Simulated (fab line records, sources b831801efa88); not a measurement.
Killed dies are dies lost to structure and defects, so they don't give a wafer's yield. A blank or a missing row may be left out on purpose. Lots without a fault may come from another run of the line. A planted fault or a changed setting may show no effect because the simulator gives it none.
One fault seen from 2 desks | flow gf180mcu | each desk has only its own numbers; what lay behind them comes last

THE TOOL OWNER'S DESK: cvd_w-01
The tool's own readings at GF_V1_CVD_23 (deposits W, target thk 350 nm, time 105.05 s): means of the sampled wafers that have a number, for each lot that ran on this tool. A lot is out of limits, marked OUT, if its mean lies more than 4 standard deviations from the usual mean; the brackets give that distance.
Columns: A = heater_power_w at GF_V1_CVD_23, usual 801 W
lot  | first seen here | A
L193 | day 19 07:08    | 856
L201 | day 22 01:05    | 793
L203 | day 22 21:05    | 792
L204 | day 23 08:59    | 792
L212 | day 25 11:58    | 720
L213 | day 25 21:47    | 862
This desk's finding: nothing out of limits on any of the 6 lots.

THE METROLOGY DESK
What the gauges read, lot by lot, whatever tool the lot ran on: means of the sampled wafers that have a number. A lot is out of limits, marked OUT, if its mean lies more than 4 standard deviations from the usual mean; the brackets give that distance.
Columns: A = CONTACT_W_RS at GF_CONTACT_RS_MEAS_25, usual 0.382 ohm/sq; B = V1_W_RS at GF_V1_RS_MEAS_24, usual 0.326 ohm/sq; C = V1_W_THK at GF_V1_THK_MEAS_25, usual 352 nm
lot  | first seen here | A     | B               | C
L191 | day 16 09:59    | 0.383 | 0.328           | 354
L193 | day 17 04:44    | 0.384 | 0.328           | 352
L196 | day 17 20:13    | 0.375 | 0.330           | 350
L201 | day 19 22:16    | 0.375 | 0.377 (+14) OUT | 300 (-11) OUT
L203 | day 20 18:21    | 0.373 | 0.382 (+15) OUT | 302 (-11) OUT
L204 | day 21 07:40    | 0.386 | 0.381 (+15) OUT | 301 (-11) OUT
L206 | day 21 17:54    | 0.384 | 0.325           | 353
L208 | day 22 12:23    | 0.383 | 0.328           | 357
L212 | day 23 12:39    | 0.387 | 0.326           | 351
L213 | day 23 23:08    | 0.379 | 0.329           | 348
L214 | day 24 04:43    | 0.386 | 0.326           | 350
This desk's finding: out of limits on L201, L203, L204; first on L201, day 22 01:11 (V1_W_RS at GF_V1_RS_MEAS_24). In limits: L191, L193, L196, L206, L208, L212, L213, L214.

PUT TOGETHER
The metrology desk could have raised an alarm at day 22 01:11, on L201, L203, L204.
The tool owner's desk saw nothing out of limits.
The tool owner's desk has L201, L203, L204 on record, within its limits.
Of the lots named, all ran GF_V1_CVD_23 on cvd_w-01.

WHAT THE SIMULATOR HAD PUT IN
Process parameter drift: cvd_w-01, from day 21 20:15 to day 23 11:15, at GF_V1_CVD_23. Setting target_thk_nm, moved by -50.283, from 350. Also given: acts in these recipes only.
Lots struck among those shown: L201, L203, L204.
Hours from the fault's start to each desk's first reading out of limits: the metrology desk, 5.
